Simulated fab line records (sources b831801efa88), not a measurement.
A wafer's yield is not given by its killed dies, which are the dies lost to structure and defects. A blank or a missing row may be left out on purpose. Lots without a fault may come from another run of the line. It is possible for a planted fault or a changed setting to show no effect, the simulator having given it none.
A struck lot beside a sound one    flow sky130    17 out of 708 route steps
Sound: wafers L270.1, L270.5, L270.6. Struck: wafers L275.1, L275.5 (left out: L275.3, a lot-mate that was not struck); the cause follows at the end.
Order at every step that has rows: each side's tool, ch and its chambers, its first start. Under that, the readings that differ: sound wafers    struck wafers    difference of the means    sigmas: that difference in standard deviations of wafers without a fault.
alike: a reading whose means differ by less than 2 such deviations, as well as words and numbers matching on both sides. not compared: withheld readings; readings where some wafer has no value; bounds like >300 that might hide an equal value; numbers whose values overlap and for which the record gives no deviation.
Wherever a step has rows on one side only, a row that says differs or no value, or a row with sigmas, the two part there. Numbers that don't overlap but have no deviation are shown without sigmas and don't part them. Lack of a reading on every wafer of one side parts them only where that side has two or more wafers.

SKY_VT_ADJUST_HVTP_OVL_MEAS_08:
  sound on overlay-02 at day 9 15:11; struck on overlay-01 at day 10 05:51
reading                  sound        struck     difference  sigmas
VT_ADJUST_HVTP_OVL (nm)  1.5 2.0 2.9  -2.1 -1.4  -3.9        -3
then, 1 step without rows for these wafers: SKY_VT_ADJUST_HVTP_IMPLANT_09.
SKY_VT_ADJUST_HVTP_STRIP_10: strips in O2/N2.
  sound on plasmaAsher-01 ch 0,1, day 9 15:22; struck on plasmaAsher-01 ch 0, day 10 06:02
  alike: drypumpMotorCurrentA, oesProductAu, stripTimeToEndpointS
  not compared: rfHoursCounterH
SKY_VT_ADJUST_HVTP_TW_MEAS_11:
  sound on filmMetro-04 at day 9 15:28; struck on filmMetro-02 at day 10 06:08
reading            sound           struck     difference  sigmas
VT_ADJUST_HVTP_TW  1340 1349 1334  1312 1329  -20         -2
then, 7 steps without rows for these wafers: SKY_VT_ADJUST_LVTN_DEHYDRATE_00 (time 60 s); SKY_VT_ADJUST_LVTN_HMDS_01 (prime time 60 s); SKY_VT_ADJUST_LVTN_COAT_02 (resist thk 3000 nm); SKY_VT_ADJUST_LVTN_SOFTBAKE_03; SKY_VT_ADJUST_LVTN_EXPOSE_04 (exposes mask NWM COMPLEMENT LESS NATIVE, target cd 840 nm); SKY_VT_ADJUST_LVTN_PEB_05; SKY_VT_ADJUST_LVTN_DEVELOP_06 (develop time 60 s).
SKY_VT_ADJUST_LVTN_OVL_MEAS_07:
  sound on overlay-02 at day 10 13:37; struck on overlay-01 at day 11 04:58
  alike: VT_ADJUST_LVTN_OVL
SKY_VT_ADJUST_LVTN_IMPLANT_08:
  sound on implanter-03 ch 0, day 10 13:39; struck on implanter-03 ch 0, day 11 05:00
  alike: faradayCurrentUA
SKY_VT_ADJUST_LVTN_STRIP_09: strips in O2/N2.
  sound on plasmaAsher-02 ch 0,1, day 10 13:48; struck on plasmaAsher-01 ch 1, day 11 05:09
  alike: drypumpMotorCurrentA, oesProductAu, stripTimeToEndpointS
  not compared: rfHoursCounterH
SKY_VT_ADJUST_LVTN_TW_MEAS_10:
  sound on filmMetro-02 at day 10 13:54; struck on filmMetro-03 at day 11 05:15
reading            sound              struck       difference  sigmas
VT_ADJUST_LVTN_TW  235.7 235.4 235.9  230.9 231.1  -4.7        -4
then, 1 step without rows for these wafers: SKY_VT_ADJUST_LVTN_DEHYDRATE_11 (time 60 s).
-- a jump in the record: the struck wafers' starts before and after are 38 days apart (it breaks off in module VT_ADJUST_LVTN and resumes in module PAD_OPEN, where the first step shown is number 708 of the route) --
SKY_PAD_OPEN_PROBE_99:
  sound on prober-02 at day 49 03:23; struck on prober-02 at day 49 17:08
reading                               sound              struck       difference  sigmas
model.etest.nfet_01v8.driveUaUmRange  9.915 10.24 8.004  11.84 11.96  +2.51       
  alike: killed_at_M0_to_M3, killed_at_M4_up, killedAtContacts, killedAtFrontEnd, killedAtOther, killedDies, killedOpen, killedShort
  not compared: model.etest.nfet_01v8.vtVRange

## WHERE THEY PART
First at SKY_VT_ADJUST_HVTP_OVL_MEAS_08; last, within this record, at SKY_VT_ADJUST_LVTN_TW_MEAS_10. Later steps at which nothing parts them and some readings are alike: SKY_PAD_OPEN_PROBE_99.

WHY: what had been put in by the simulator
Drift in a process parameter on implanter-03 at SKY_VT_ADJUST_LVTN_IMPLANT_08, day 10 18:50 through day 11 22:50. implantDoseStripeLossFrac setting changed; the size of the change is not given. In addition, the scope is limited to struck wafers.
